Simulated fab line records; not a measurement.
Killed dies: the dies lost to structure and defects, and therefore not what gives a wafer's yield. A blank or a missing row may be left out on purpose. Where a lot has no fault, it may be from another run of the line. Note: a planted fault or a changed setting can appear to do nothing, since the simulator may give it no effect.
Which tool is to blame? | flow sky130 | 13 lots with 39 wafers sampled at 2 steps, on a route of 708 steps

## WHAT THE GAUGES READ, wafer by wafer
SKY_GATE_OXIDE_TW_MEAS_14.
lot  | measured     | on            | GATE_OXIDE_TW
L735 | day 14 08:08 | film-metro-04 | 224.3 224.8 224.8
L736 | day 14 13:03 | film-metro-02 | 226.9 226.8 226.8
L737 | day 14 14:28 | film-metro-01 | 222.8 223.2 223.6
L739 | day 15 08:47 | film-metro-01 | 223.3 223.8 223.6
L741 | day 16 10:19 | film-metro-04 | 225.9 224.6 225.2
L744 | day 17 12:34 | film-metro-04 | 221.9 224.3 224.8
L743 | day 17 12:36 | film-metro-02 | 224.9 225.7 226.1
L746 | day 18 06:48 | film-metro-01 | 224.5 222.7 222.1
L748 | day 18 23:34 | film-metro-02 | 227.1 227.1 227.2
L749 | day 19 00:29 | film-metro-04 | 221.7 224.2 223.6
L750 | day 19 12:23 | film-metro-02 | 226.5 227.0 227.2
L754 | day 20 21:13 | film-metro-02 | 224.4 225.0 225.0
L757 | day 21 21:12 | film-metro-04 | 221.7 223.8 222.8

SKY_LDD_P_CD_MEAS_07 targets a cd of 380 nm.
lot  | measured     | on        | cd-nm (nm)
L735 | day 19 11:17 | cd-sem-02 | 381 379 381
L736 | day 19 18:27 | cd-sem-02 | 377 377 375
L737 | day 19 21:35 | cd-sem-02 | 382 379 383
L739 | day 20 16:27 | cd-sem-02 | 384 386 384
L741 | day 21 22:02 | cd-sem-01 | 383 380 381
L744 | day 23 00:10 | cd-sem-02 | 383 385 383
L743 | day 23 01:43 | cd-sem-01 | 380 377 380
L746 | day 23 17:16 | cd-sem-01 | 379 381 381
L748 | day 24 10:25 | cd-sem-01 | 384 383 383
L749 | day 24 13:29 | cd-sem-01 | 377 377 376
L750 | day 24 23:34 | cd-sem-01 | 380 380 376
L754 | day 26 04:37 | cd-sem-02 | 382 382 383
L757 | day 27 04:56 | cd-sem-02 | 375 375 373

## EACH LOT AND THE TOOL THAT RAN IT (in order: tool; ch and the chambers of the sampled wafers; start)
Record: no process step prior to these readings.

## AS READ BY THE TOOLS THEMSELVES (means over the sampled wafers that have a number; for cases with no such wafer, the mark the record gives instead)
The record holds no such reading with a usual standard deviation.

## THE ANSWER, worked out from the rows above alone
Rule: the usual values come from the lots themselves. The widest of any qualifying gaps counts: lots, ordered by their means at a reading, are off when they make up no more than a third of the lots, leave a main group of 4 or more, and stand apart from it by 3 or more times the standard deviation of that group's means. Not used: any main group whose means are identical at the precision the tables above print for the reading. Also off: a lot with no number at a reading for which 4 or more lots have one. Any other lot the step has rows for is counted as sound. First the gauges in route order, then the tools' own readings, where a lot's mean is used as printed above. At the first step where some lot is off, the reading lying furthest off is the one used; lots without a number count as furthest.
None of the lots is off at any reading shown; this tells nothing.

## WHAT WAS PUT IN BY THE SIMULATOR
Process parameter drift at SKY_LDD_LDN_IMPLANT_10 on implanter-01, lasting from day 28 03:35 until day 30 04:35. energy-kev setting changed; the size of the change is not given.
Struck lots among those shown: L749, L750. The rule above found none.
